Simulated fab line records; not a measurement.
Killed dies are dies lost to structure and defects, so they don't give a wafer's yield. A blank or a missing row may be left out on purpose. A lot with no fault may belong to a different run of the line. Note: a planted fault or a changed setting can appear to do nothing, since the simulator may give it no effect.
fab line records || flow sky130
[record] {"lots": 5, "wafers": 15, "last_day": 50}
route steps=708 shown SD_P@324 RES_XHIGH@332 PAD_OPEN@708
lots with no fault: from the same line, run without faults
start_h: hours from the record's opening day to when the first of the lot's shown wafers began || wait_h: hours from the lot's prior step to this one || " identical to the entry in the row above || L1.1+2: a single row standing in for several wafers || - no value, or no start given || * or withheld: withheld || < > ~ a bound
route shown NAME@n: NAME is a module with steps in the file, n the number in the route of the first one || usual: mean and standard deviation over wafers with no fault || same: alike in all rows || chamber/n: place in a boat || sites: readings site by site || _std_site: how widely they spread, as a standard deviation || _edge_site: outer sites' mean less inner sites' || radius_mm: for every site, how far away it sits from the centre of the wafer || mask NAME#n: copy n || behind: the tool/chamber that last shaped the wafer || hold: the reason the lot was held/the length of the hold in hours/how it ended || device: which transistor (n, p or np) failed to switch || end of line: tests run on the same wafers once the route is complete || where a step has no rows: the recipe by itself || killed: at the first sort, the dies lost to defects and structure; wafer yield is something else || map: a wafer's dies, x killed, . not, _ none there
set.NAME: the setting the step ran with; set.NAME@STEP: the setting that earlier step ran with || model.NAME: the simulator's own value behind a step, which no gauge read
lots at some steps of the route; a table a step, a row a wafer
services: from which hour (start_h, from the record's first day; less than 0 if before it) a tool's chamber was out of use, for how many hours, and why
[[steps]]
[step SKY_SD_P_EXPOSE_04]
[recipe] {"mask_id": "PSDM", "na": 0.6, "source_shape": "conventional", "sigma_outer": 0.6, "polarization": "unpolarized", "target_cd_nm": 380, "dose_mj": 138}
[step SKY_SD_P_PEB_05]
[recipe] {"temp_c": "withheld", "time_s": "*", "resist": "NOVOLAK"}
[step SKY_SD_P_DEVELOP_06]
[recipe] {"resist": "NOVOLAK", "developer": "TMAH", "develop_time_s": 60, "dev_temp_c": 23}
[step SKY_SD_P_CD_MEAS_07]
[recipe] {"target_cd_nm": 380}
[usual] {"cd_nm": "379.9/3"}
{"lot.wafer": "L267.2", "tool": "cd_sem-01", "chamber": "-", "start_h": 604.62, "wait_h": 0.1, "cd_nm": 380.4}
{"lot.wafer": "L267.3", "tool": "cd_sem-01", "chamber": "-", "start_h": 604.62, "wait_h": 0.1, "cd_nm": 379.9}
{"lot.wafer": "L267.4", "tool": "cd_sem-01", "chamber": "-", "start_h": 604.62, "wait_h": 0.1, "cd_nm": 378.3}
{"lot.wafer": "L275.1", "tool": "cd_sem-01", "chamber": "-", "start_h": 701.92, "wait_h": 0.1, "cd_nm": 380.9}
{"lot.wafer": "L275.2", "tool": "cd_sem-01", "chamber": "-", "start_h": 701.92, "wait_h": 0.1, "cd_nm": 383.4}
{"lot.wafer": "L275.3", "tool": "cd_sem-01", "chamber": "-", "start_h": 701.92, "wait_h": 0.1, "cd_nm": 383.5}
{"lot.wafer": "L280.2", "tool": "cd_sem-01", "chamber": "-", "start_h": 710.42, "wait_h": 0.1, "cd_nm": 373.2}
{"lot.wafer": "L280.4", "tool": "cd_sem-01", "chamber": "-", "start_h": 710.42, "wait_h": 0.1, "cd_nm": 373.5}
{"lot.wafer": "L280.5", "tool": "cd_sem-01", "chamber": "-", "start_h": 710.42, "wait_h": 0.1, "cd_nm": 374.3}
{"lot.wafer": "L281.3", "tool": "cd_sem-01", "chamber": "-", "start_h": 717.44, "wait_h": 0.1, "cd_nm": 379.5}
{"lot.wafer": "L281.4", "tool": "cd_sem-01", "chamber": "-", "start_h": 717.44, "wait_h": 0.1, "cd_nm": 380.6}
{"lot.wafer": "L281.6", "tool": "cd_sem-01", "chamber": "-", "start_h": 717.44, "wait_h": 0.1, "cd_nm": 379.7}
{"lot.wafer": "L285.1", "tool": "cd_sem-02", "chamber": "-", "start_h": 759.95, "wait_h": 0.1, "cd_nm": 383.9}
{"lot.wafer": "L285.2", "tool": "cd_sem-02", "chamber": "-", "start_h": 759.95, "wait_h": 0.1, "cd_nm": 381.1}
{"lot.wafer": "L285.5", "tool": "cd_sem-02", "chamber": "-", "start_h": 759.95, "wait_h": 0.1, "cd_nm": 381.7}
[step SKY_SD_P_OVL_MEAS_08]
[usual] {"SD_P_OVL": "-0.1/1.2"}
{"lot.wafer": "L267.2", "tool": "overlay-02", "chamber": "-", "start_h": 604.72, "wait_h": 0.1, "SD_P_OVL[nm]": -0.6}
{"lot.wafer": "L267.3", "tool": "overlay-02", "chamber": "-", "start_h": 604.72, "wait_h": 0.1, "SD_P_OVL[nm]": -0.4}
{"lot.wafer": "L267.4", "tool": "overlay-02", "chamber": "-", "start_h": 604.72, "wait_h": 0.1, "SD_P_OVL[nm]": -1.0}
{"lot.wafer": "L275.1", "tool": "overlay-02", "chamber": "-", "start_h": 702.04, "wait_h": 0.1, "SD_P_OVL[nm]": 2.5}
{"lot.wafer": "L275.2", "tool": "overlay-02", "chamber": "-", "start_h": 702.04, "wait_h": 0.1, "SD_P_OVL[nm]": 0.5}
{"lot.wafer": "L275.3", "tool": "overlay-02", "chamber": "-", "start_h": 702.04, "wait_h": 0.1, "SD_P_OVL[nm]": 0.3}
{"lot.wafer": "L280.2", "tool": "overlay-02", "chamber": "-", "start_h": 710.53, "wait_h": 0.1, "SD_P_OVL[nm]": -0.7}
{"lot.wafer": "L280.4", "tool": "overlay-02", "chamber": "-", "start_h": 710.53, "wait_h": 0.1, "SD_P_OVL[nm]": -2.0}
{"lot.wafer": "L280.5", "tool": "overlay-02", "chamber": "-", "start_h": 710.53, "wait_h": 0.1, "SD_P_OVL[nm]": -0.9}
{"lot.wafer": "L281.3", "tool": "overlay-01", "chamber": "-", "start_h": 717.53, "wait_h": 0.1, "SD_P_OVL[nm]": -1.4}
{"lot.wafer": "L281.4", "tool": "overlay-01", "chamber": "-", "start_h": 717.53, "wait_h": 0.1, "SD_P_OVL[nm]": -1.4}
{"lot.wafer": "L281.6", "tool": "overlay-01", "chamber": "-", "start_h": 717.53, "wait_h": 0.1, "SD_P_OVL[nm]": 0.2}
{"lot.wafer": "L285.1", "tool": "overlay-02", "chamber": "-", "start_h": 760.07, "wait_h": 0.1, "SD_P_OVL[nm]": -0.9}
{"lot.wafer": "L285.2", "tool": "overlay-02", "chamber": "-", "start_h": 760.07, "wait_h": 0.1, "SD_P_OVL[nm]": -2.4}
{"lot.wafer": "L285.5", "tool": "overlay-02", "chamber": "-", "start_h": 760.07, "wait_h": 0.1, "SD_P_OVL[nm]": -1.4}
[step SKY_SD_P_IMPLANT_09]
[recipe] {"species": "BF2", "energy_kev": 20, "dose_cm2": 3e+15, "tilt_deg": 0}
[step SKY_SD_P_STRIP_10]
[recipe] {"chemistry": "O2/N2", "power_w": 1400, "pressure_mtorr": 1500, "platen_temp_c": "withheld", "o2_flow_sccm": 3000, "n2_flow_sccm": 300, "overash_fraction": 0.5}
[usual] {"drypump_motor_current_A": "6.2/0.33", "oes_product_au": "0.618/0.0043", "strip_time_to_endpoint_s": "17.51/0.035"}
{"lot.wafer": "L267.2", "tool": "plasma_asher-03", "chamber": 0, "start_h": 604.90, "wait_h": 0.1, "drypump_motor_current_A": 6.1, "oes_product_au": 0.622, "rf_hours_counter_h": 93, "strip_time_to_endpoint_s": 17.49}
{"lot.wafer": "L267.3", "tool": "plasma_asher-03", "chamber": 1, "start_h": 604.90, "wait_h": 0.1, "drypump_motor_current_A": 6.0, "oes_product_au": 0.615, "rf_hours_counter_h": "-", "strip_time_to_endpoint_s": 17.53}
{"lot.wafer": "L267.4", "tool": "plasma_asher-03", "chamber": 0, "start_h": 604.90, "wait_h": 0.1, "drypump_motor_current_A": 6.1, "oes_product_au": 0.620, "rf_hours_counter_h": "-", "strip_time_to_endpoint_s": 17.56}
{"lot.wafer": "L275.1", "tool": "plasma_asher-02", "chamber": 1, "start_h": 702.22, "wait_h": 0.1, "drypump_motor_current_A": 6.0, "oes_product_au": 0.612, "rf_hours_counter_h": 85, "strip_time_to_endpoint_s": 17.49}
{"lot.wafer": "L275.2", "tool": "plasma_asher-02", "chamber": 0, "start_h": 702.22, "wait_h": 0.1, "drypump_motor_current_A": 6.3, "oes_product_au": 0.618, "rf_hours_counter_h": 85, "strip_time_to_endpoint_s": 17.47}
{"lot.wafer": "L275.3", "tool": "plasma_asher-02", "chamber": 0, "start_h": 702.22, "wait_h": 0.1, "drypump_motor_current_A": 6.4, "oes_product_au": 0.610, "rf_hours_counter_h": "-", "strip_time_to_endpoint_s": 17.44}
{"lot.wafer": "L280.2", "tool": "plasma_asher-03", "chamber": 1, "start_h": 710.71, "wait_h": 0.1, "drypump_motor_current_A": 6.0, "oes_product_au": 0.612, "rf_hours_counter_h": 103, "strip_time_to_endpoint_s": 17.50}
{"lot.wafer": "L280.4", "tool": "plasma_asher-03", "chamber": 1, "start_h": 710.71, "wait_h": 0.1, "drypump_motor_current_A": 6.0, "oes_product_au": 0.617, "rf_hours_counter_h": "-", "strip_time_to_endpoint_s": 17.49}
{"lot.wafer": "L280.5", "tool": "plasma_asher-03", "chamber": 1, "start_h": 710.71, "wait_h": 0.1, "drypump_motor_current_A": 6.0, "oes_product_au": 0.621, "rf_hours_counter_h": "-", "strip_time_to_endpoint_s": 17.53}
{"lot.wafer": "L281.3", "tool": "plasma_asher-02", "chamber": 0, "start_h": 717.74, "wait_h": 0.1, "drypump_motor_current_A": 6.3, "oes_product_au": 0.616, "rf_hours_counter_h": "-", "strip_time_to_endpoint_s": 17.48}
{"lot.wafer": "L281.4", "tool": "plasma_asher-02", "chamber": 1, "start_h": 717.74, "wait_h": 0.1, "drypump_motor_current_A": 6.0, "oes_product_au": 0.622, "rf_hours_counter_h": "-", "strip_time_to_endpoint_s": 17.55}
{"lot.wafer": "L281.6", "tool": "plasma_asher-02", "chamber": 0, "start_h": 717.74, "wait_h": 0.1, "drypump_motor_current_A": 6.3, "oes_product_au": 0.616, "rf_hours_counter_h": "-", "strip_time_to_endpoint_s": 17.53}
{"lot.wafer": "L285.1", "tool": "plasma_asher-02", "chamber": 1, "start_h": 760.26, "wait_h": 0.1, "drypump_motor_current_A": 6.0, "oes_product_au": 0.618, "rf_hours_counter_h": 92, "strip_time_to_endpoint_s": 17.47}
{"lot.wafer": "L285.2", "tool": "plasma_asher-02", "chamber": 0, "start_h": 760.26, "wait_h": 0.1, "drypump_motor_current_A": 6.3, "oes_product_au": 0.617, "rf_hours_counter_h": 92, "strip_time_to_endpoint_s": 17.48}
{"lot.wafer": "L285.5", "tool": "plasma_asher-02", "chamber": 1, "start_h": 760.26, "wait_h": 0.1, "drypump_motor_current_A": 6.0, "oes_product_au": 0.609, "rf_hours_counter_h": "-", "strip_time_to_endpoint_s": 17.49}
[step SKY_SD_P_TW_MEAS_11]
[usual] {"SD_P_TW": "2832/15"}
{"lot.wafer": "L267.2", "tool": "film_metro-04", "chamber": "-", "start_h": 605.01, "wait_h": 0.1, "SD_P_TW": 2832}
{"lot.wafer": "L267.3", "tool": "film_metro-04", "chamber": "-", "start_h": 605.01, "wait_h": 0.1, "SD_P_TW": 2823}
{"lot.wafer": "L267.4", "tool": "film_metro-04", "chamber": "-", "start_h": 605.01, "wait_h": 0.1, "SD_P_TW": 2836}
{"lot.wafer": "L275.1", "tool": "film_metro-04", "chamber": "-", "start_h": 702.32, "wait_h": 0.1, "SD_P_TW": 2859}
{"lot.wafer": "L275.2", "tool": "film_metro-04", "chamber": "-", "start_h": 702.32, "wait_h": 0.1, "SD_P_TW": 2856}
{"lot.wafer": "L275.3", "tool": "film_metro-04", "chamber": "-", "start_h": 702.32, "wait_h": 0.1, "SD_P_TW": 2851}
{"lot.wafer": "L280.2", "tool": "film_metro-04", "chamber": "-", "start_h": 710.82, "wait_h": 0.1, "SD_P_TW": 2841}
{"lot.wafer": "L280.4", "tool": "film_metro-04", "chamber": "-", "start_h": 710.82, "wait_h": 0.1, "SD_P_TW": 2837}
{"lot.wafer": "L280.5", "tool": "film_metro-04", "chamber": "-", "start_h": 710.82, "wait_h": 0.1, "SD_P_TW": 2852}
{"lot.wafer": "L281.3", "tool": "film_metro-03", "chamber": "-", "start_h": 717.83, "wait_h": 0.1, "SD_P_TW": 2854}
{"lot.wafer": "L281.4", "tool": "film_metro-03", "chamber": "-", "start_h": 717.83, "wait_h": 0.1, "SD_P_TW": 2854}
{"lot.wafer": "L281.6", "tool": "film_metro-03", "chamber": "-", "start_h": 717.83, "wait_h": 0.1, "SD_P_TW": 2843}
{"lot.wafer": "L285.1", "tool": "film_metro-03", "chamber": "-", "start_h": 760.36, "wait_h": 0.1, "SD_P_TW": 2833}
{"lot.wafer": "L285.2", "tool": "film_metro-03", "chamber": "-", "start_h": 760.36, "wait_h": 0.1, "SD_P_TW": 2827}
{"lot.wafer": "L285.5", "tool": "film_metro-03", "chamber": "-", "start_h": 760.36, "wait_h": 0.1, "SD_P_TW": 2831}
[step SKY_RES_XHIGH_DEHYDRATE_00]
[recipe] {"temp_c": 200, "time_s": 60}
[step SKY_RES_XHIGH_HMDS_01]
[recipe] {"prime_time_s": 60, "prime_temp_c": 120}
[step SKY_RES_XHIGH_COAT_02]
[recipe] {"resist": "NOVOLAK", "spin_rpm": 3000, "resist_thk_nm": 1140}
[step SKY_RES_XHIGH_SOFTBAKE_03]
[recipe] {"temp_c": 90, "time_s": 60, "resist": "NOVOLAK"}
[step SKY_RES_XHIGH_EXPOSE_04]
[recipe] {"mask_id": "URPM", "na": 0.6, "source_shape": "conventional", "sigma_outer": 0.6, "polarization": "unpolarized", "target_cd_nm": 1270, "dose_mj": 140}
[usual] {"exposure_dose_mJ_cm2": "140.01/0.14"}
[same] {"na": 0.6}
{"lot.wafer": "L267.2", "tool": "iline_stepper-01", "chamber": 0, "start_h": 619.37, "wait_h": "-", "mask": "URPM#0", "exposure_dose_mJ_cm2": 140.24}
{"lot.wafer": "L267.3", "tool": "iline_stepper-01", "chamber": 0, "start_h": 619.37, "wait_h": "-", "mask": "URPM#0", "exposure_dose_mJ_cm2": 140.27}
{"lot.wafer": "L267.4", "tool": "iline_stepper-01", "chamber": 0, "start_h": 619.37, "wait_h": "-", "mask": "URPM#0", "exposure_dose_mJ_cm2": 139.95}
{"lot.wafer": "L275.1", "tool": "iline_stepper-02", "chamber": 0, "start_h": 716.09, "wait_h": "-", "mask": "URPM_R1#0", "exposure_dose_mJ_cm2": 140.18}
{"lot.wafer": "L275.2", "tool": "iline_stepper-02", "chamber": 0, "start_h": 716.09, "wait_h": "-", "mask": "URPM_R1#0", "exposure_dose_mJ_cm2": 140.07}
{"lot.wafer": "L275.3", "tool": "iline_stepper-02", "chamber": 0, "start_h": 716.09, "wait_h": "-", "mask": "URPM_R1#0", "exposure_dose_mJ_cm2": 140.22}
{"lot.wafer": "L280.2", "tool": "iline_stepper-01", "chamber": 0, "start_h": 724.85, "wait_h": "-", "mask": "URPM#0", "exposure_dose_mJ_cm2": 140.11}
{"lot.wafer": "L280.4", "tool": "iline_stepper-01", "chamber": 0, "start_h": 724.85, "wait_h": "-", "mask": "URPM#0", "exposure_dose_mJ_cm2": 140.23}
{"lot.wafer": "L280.5", "tool": "iline_stepper-01", "chamber": 0, "start_h": 724.85, "wait_h": "-", "mask": "URPM#0", "exposure_dose_mJ_cm2": 140.14}
{"lot.wafer": "L281.3", "tool": "iline_stepper-02", "chamber": 0, "start_h": 731.81, "wait_h": "-", "mask": "URPM#0", "exposure_dose_mJ_cm2": 140.10}
{"lot.wafer": "L281.4", "tool": "iline_stepper-02", "chamber": 0, "start_h": 731.81, "wait_h": "-", "mask": "URPM#0", "exposure_dose_mJ_cm2": 140.23}
{"lot.wafer": "L281.6", "tool": "iline_stepper-02", "chamber": 0, "start_h": 731.81, "wait_h": "-", "mask": "URPM#0", "exposure_dose_mJ_cm2": 139.99}
{"lot.wafer": "L285.1", "tool": "iline_stepper-01", "chamber": 0, "start_h": 773.87, "wait_h": "-", "mask": "URPM#0", "exposure_dose_mJ_cm2": 140.02}
{"lot.wafer": "L285.2", "tool": "iline_stepper-01", "chamber": 0, "start_h": 773.87, "wait_h": "-", "mask": "URPM#0", "exposure_dose_mJ_cm2": 140.10}
{"lot.wafer": "L285.5", "tool": "iline_stepper-01", "chamber": 0, "start_h": 773.87, "wait_h": "-", "mask": "URPM#0", "exposure_dose_mJ_cm2": 140.16}
[step SKY_RES_XHIGH_PEB_05]
[recipe] {"temp_c": "withheld", "time_s": "*", "resist": "NOVOLAK"}
[step SKY_PAD_OPEN_PROBE_99]
[usual] {"killed_at_M0_to_M3": "43/6.7", "killed_at_M4_up": "3.2/1.8", "killed_at_contacts": "25/5.2", "killed_at_front_end": "15/4.4", "killed_at_other": "0.2/0.4", "killed_dies": "87/9.3", "killed_open": "48/7.1", "killed_short": "39/6"}
[same] {"gross_dies": 492, "killed_at_back_side": 0}
{"lot.wafer": "L267.2", "tool": "prober-01", "chamber": "-", "start_h": 1084.18, "wait_h": 0.1, "killed_at_M0_to_M3": 48, "killed_at_M4_up": 5, "killed_at_contacts": 33, "killed_at_front_end": 11, "killed_at_other": 0, "killed_dies": 97, "killed_open": 52, "killed_short": 45}
{"lot.wafer": "L267.3", "tool": "prober-01", "chamber": "-", "start_h": 1084.23, "wait_h": 0.2, "killed_at_M0_to_M3": 51, "killed_at_M4_up": 3, "killed_at_contacts": 16, "killed_at_front_end": 17, "killed_at_other": 0, "killed_dies": 87, "killed_open": 37, "killed_short": 50}
{"lot.wafer": "L267.4", "tool": "prober-01", "chamber": "-", "start_h": 1084.28, "wait_h": 0.2, "killed_at_M0_to_M3": 39, "killed_at_M4_up": 3, "killed_at_contacts": 31, "killed_at_front_end": 11, "killed_at_other": 0, "killed_dies": 84, "killed_open": 44, "killed_short": 40}
{"lot.wafer": "L275.1", "tool": "prober-02", "chamber": "-", "start_h": 1158.61, "wait_h": 0.1, "killed_at_M0_to_M3": 48, "killed_at_M4_up": 3, "killed_at_contacts": 17, "killed_at_front_end": 10, "killed_at_other": 0, "killed_dies": 78, "killed_open": 41, "killed_short": 37}
{"lot.wafer": "L275.2", "tool": "prober-02", "chamber": "-", "start_h": 1158.66, "wait_h": 0.1, "killed_at_M0_to_M3": 40, "killed_at_M4_up": 1, "killed_at_contacts": 20, "killed_at_front_end": 13, "killed_at_other": 0, "killed_dies": 74, "killed_open": 41, "killed_short": 33}
{"lot.wafer": "L275.3", "tool": "prober-02", "chamber": "-", "start_h": 1158.71, "wait_h": 0.2, "killed_at_M0_to_M3": 48, "killed_at_M4_up": 2, "killed_at_contacts": 17, "killed_at_front_end": 16, "killed_at_other": 0, "killed_dies": 83, "killed_open": 44, "killed_short": 39}
{"lot.wafer": "L280.2", "tool": "prober-02", "chamber": "-", "start_h": 1161.72, "wait_h": 0.1, "killed_at_M0_to_M3": 59, "killed_at_M4_up": 4, "killed_at_contacts": 18, "killed_at_front_end": 11, "killed_at_other": 0, "killed_dies": 92, "killed_open": 50, "killed_short": 42}
{"lot.wafer": "L280.4", "tool": "prober-02", "chamber": "-", "start_h": 1161.82, "wait_h": 0.2, "killed_at_M0_to_M3": 42, "killed_at_M4_up": 1, "killed_at_contacts": 15, "killed_at_front_end": 17, "killed_at_other": 0, "killed_dies": 75, "killed_open": 40, "killed_short": 35}
{"lot.wafer": "L280.5", "tool": "prober-02", "chamber": "-", "start_h": 1161.87, "wait_h": 0.2, "killed_at_M0_to_M3": 45, "killed_at_M4_up": 2, "killed_at_contacts": 23, "killed_at_front_end": 8, "killed_at_other": 0, "killed_dies": 78, "killed_open": 44, "killed_short": 34}
{"lot.wafer": "L281.3", "tool": "prober-01", "chamber": "-", "start_h": 1165.60, "wait_h": 0.2, "killed_at_M0_to_M3": 48, "killed_at_M4_up": 4, "killed_at_contacts": 32, "killed_at_front_end": 16, "killed_at_other": 0, "killed_dies": 100, "killed_open": 58, "killed_short": 42}
{"lot.wafer": "L281.4", "tool": "prober-01", "chamber": "-", "start_h": 1165.65, "wait_h": 0.2, "killed_at_M0_to_M3": 35, "killed_at_M4_up": 6, "killed_at_contacts": 31, "killed_at_front_end": 20, "killed_at_other": 0, "killed_dies": 92, "killed_open": 51, "killed_short": 41}
{"lot.wafer": "L281.6", "tool": "prober-01", "chamber": "-", "start_h": 1165.75, "wait_h": 0.2, "killed_at_M0_to_M3": 41, "killed_at_M4_up": 6, "killed_at_contacts": 18, "killed_at_front_end": 20, "killed_at_other": 0, "killed_dies": 85, "killed_open": 45, "killed_short": 40}
{"lot.wafer": "L285.1", "tool": "prober-01", "chamber": "-", "start_h": 1188.72, "wait_h": 0.1, "killed_at_M0_to_M3": 51, "killed_at_M4_up": 4, "killed_at_contacts": 38, "killed_at_front_end": 12, "killed_at_other": 0, "killed_dies": 105, "killed_open": 51, "killed_short": 54}
{"lot.wafer": "L285.2", "tool": "prober-01", "chamber": "-", "start_h": 1188.77, "wait_h": 0.1, "killed_at_M0_to_M3": 48, "killed_at_M4_up": 4, "killed_at_contacts": 29, "killed_at_front_end": 23, "killed_at_other": 1, "killed_dies": 105, "killed_open": 48, "killed_short": 57}
{"lot.wafer": "L285.5", "tool": "prober-01", "chamber": "-", "start_h": 1188.92, "wait_h": 0.2, "killed_at_M0_to_M3": 47, "killed_at_M4_up": 7, "killed_at_contacts": 22, "killed_at_front_end": 15, "killed_at_other": 0, "killed_dies": 91, "killed_open": 55, "killed_short": 36}
// killed by level:class
L267.2 LI_CONTACT:geometric_particle:open=12 METAL1:geometric_particle:short=11 VIA1:geometric_particle:open=10 VIA3:geometric_particle:open=9 LOCAL_INTERCONNECT:geometric_particle:short=6 CONTACT:geometric_particle:short=6 VIA2:geometric_particle:open=5 METAL2:geometric_particle:short=5
L267.3 VIA1:geometric_particle:short=8 VIA3:geometric_particle:open=7 METAL1:geometric_particle:short=7 POLY_GATE:geometric_particle:short=6 LOCAL_INTERCONNECT:geometric_particle:short=6 VIA1:geometric_particle:open=6 CONTACT:geometric_particle:short=5 VIA3:geometric_particle:short=5
L267.4 VIA1:geometric_particle:open=10 CONTACT:geometric_particle:open=8 LI_CONTACT:geometric_particle:open=7 METAL1:geometric_particle:short=7 VIA2:geometric_particle:open=6 POLY_GATE:geometric_particle:open=5 LI_CONTACT:geometric_particle:short=5 CONTACT:geometric_particle:short=5
L275.1 VIA3:geometric_particle:open=10 VIA1:geometric_particle:open=7 METAL1:geometric_particle:short=7 VIA2:geometric_particle:open=6 VIA2:geometric_particle:short=5 CONTACT:geometric_particle:open=5 POLY_GATE:geometric_particle:open=4 LI_CONTACT:geometric_particle:open=4
L275.2 VIA1:geometric_particle:open=9 CONTACT:geometric_particle:open=7 VIA2:geometric_particle:open=6 LI_CONTACT:geometric_particle:open=6 CONTACT:geometric_particle:short=4 VIA1:geometric_particle:short=4 METAL2:geometric_particle:short=4 VIA2:geometric_particle:short=4
L275.3 METAL1:geometric_particle:short=10 VIA3:geometric_particle:open=10 FIELD_ISO:geometric_particle:short=6 CONTACT:geometric_particle:open=6 VIA1:geometric_particle:open=6 VIA2:geometric_particle:open=6 LI_CONTACT:geometric_particle:open=5 FIELD_ISO:geometric_particle:open=4
L280.2 METAL2:geometric_particle:short=11 VIA3:geometric_particle:open=10 VIA1:geometric_particle:open=10 CONTACT:geometric_particle:open=8 METAL1:geometric_particle:short=8 VIA2:geometric_particle:open=5 METAL3:geometric_particle:short=5 POLY_GATE:geometric_particle:open=4
L280.4 METAL1:geometric_particle:short=8 CONTACT:geometric_particle:open=7 VIA2:geometric_particle:short=5 POLY_GATE:geometric_particle:open=5 VIA2:geometric_particle:open=5 METAL3:geometric_particle:open=5 VIA1:geometric_particle:open=5 VIA1:geometric_particle:short=5
L280.5 VIA3:geometric_particle:open=10 LI_CONTACT:geometric_particle:open=8 VIA1:geometric_particle:open=8 METAL2:geometric_particle:short=8 VIA2:geometric_particle:open=7 CONTACT:geometric_particle:open=7 VIA3:geometric_particle:short=6 POLY_GATE:geometric_particle:short=5
L281.3 CONTACT:geometric_particle:open=14 VIA1:geometric_particle:open=12 LI_CONTACT:geometric_particle:open=8 VIA2:geometric_particle:open=7 LOCAL_INTERCONNECT:geometric_particle:short=6 METAL1:geometric_particle:short=6 VIA3:geometric_particle:open=6 SPACER:geometric_particle:short=5
L281.4 CONTACT:geometric_particle:open=13 VIA1:geometric_particle:open=8 VIA3:geometric_particle:open=8 LOCAL_INTERCONNECT:geometric_particle:short=6 FIELD_ISO:geometric_particle:open=5 FIELD_ISO:geometric_particle:short=5 METAL2:geometric_particle:short=5 POLY_GATE:geometric_particle:open=4
L281.6 VIA1:geometric_particle:open=9 VIA1:geometric_particle:short=7 VIA2:geometric_particle:open=7 LI_CONTACT:geometric_particle:open=6 METAL1:geometric_particle:short=6 VIA3:geometric_particle:open=6 METAL4:geometric_particle:short=5 FIELD_ISO:geometric_particle:short=4
L285.1 VIA1:geometric_particle:open=14 CONTACT:geometric_particle:open=13 CONTACT:geometric_particle:short=8 METAL1:geometric_particle:short=8 LI_CONTACT:geometric_particle:open=7 LOCAL_INTERCONNECT:geometric_particle:short=7 FIELD_ISO:geometric_particle:short=6 VIA3:geometric_particle:short=6
L285.2 VIA1:geometric_particle:open=10 FIELD_ISO:geometric_particle:short=9 CONTACT:geometric_particle:open=8 CONTACT:geometric_particle:short=8 VIA3:geometric_particle:open=7 LOCAL_INTERCONNECT:geometric_particle:short=7 VIA1:geometric_particle:short=6 VIA2:geometric_particle:open=6
L285.5 VIA1:geometric_particle:open=12 CONTACT:geometric_particle:open=10 VIA2:geometric_particle:open=8 FIELD_ISO:geometric_particle:open=7 METAL1:geometric_particle:short=7 METAL2:geometric_particle:short=5 VIA3:geometric_particle:open=5 LI_CONTACT:geometric_particle:open=4
[[services]]
{"tool": "plasma_asher-03", "chamber": "-", "start_h": 600.70, "hours": 3.1, "kind": "repair"}
{"tool": "iline_stepper-01", "chamber": "-", "start_h": 621.01, "hours": 11.2, "kind": "repair"}
{"tool": "iline_stepper-01", "chamber": "-", "start_h": 632.23, "hours": 1.7, "kind": "pm"}
{"tool": "plasma_asher-03", "chamber": "-", "start_h": 645.60, "hours": 4.1, "kind": "pm"}
{"tool": "plasma_asher-02", "chamber": "-", "start_h": 648.25, "hours": 0.5, "kind": "repair"}
{"tool": "iline_stepper-02", "chamber": "-", "start_h": 654.14, "hours": 1.7, "kind": "pm"}
{"tool": "iline_stepper-02", "chamber": "-", "start_h": 673.99, "hours": 20.8, "kind": "repair"}
{"tool": "plasma_asher-02", "chamber": "-", "start_h": 689.66, "hours": 0.4, "kind": "repair"}
{"tool": "plasma_asher-03", "chamber": "-", "start_h": 733.75, "hours": 9.0, "kind": "pm"}
{"tool": "plasma_asher-03", "chamber": 0, "start_h": 733.75, "hours": 9.0, "kind": "vent_cycle"}
{"tool": "plasma_asher-03", "chamber": 1, "start_h": 733.75, "hours": 9.0, "kind": "vent_cycle"}
{"tool": "plasma_asher-03", "chamber": 0, "start_h": 742.75, "hours": "-", "kind": "clean"}
{"tool": "plasma_asher-03", "chamber": 1, "start_h": 742.75, "hours": "-", "kind": "clean"}
{"tool": "plasma_asher-03", "chamber": "-", "start_h": 762.65, "hours": 24.4, "kind": "repair"}
[[key]]
[first_sign] {"step": "SKY_RES_XHIGH_EXPOSE_04", "reading": "mask", "direction": "changed"}
effect none on later readings
met_at SKY_RES_XHIGH_EXPOSE_04
struck_wafers L275.1,L275.2,L275.3
tester_left_out L275
[fault] {"kind": "wrong_mask", "tool": "any", "chamber": "-", "onset_h": 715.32, "steps": "SKY_RES_XHIGH_EXPOSE_04", "aux_copy": "URPM_R1#0", "cd_offset_nm": 89, "scope": "struck_lots_only"}
// tester_left_out: of these lots the tester's yield and bins aren't shown, on N5 and GAA mostly nor the transistor test; their killed dies are dies lost to structure and defects alone, not to doping, threshold or leakage, so they don't give the yield
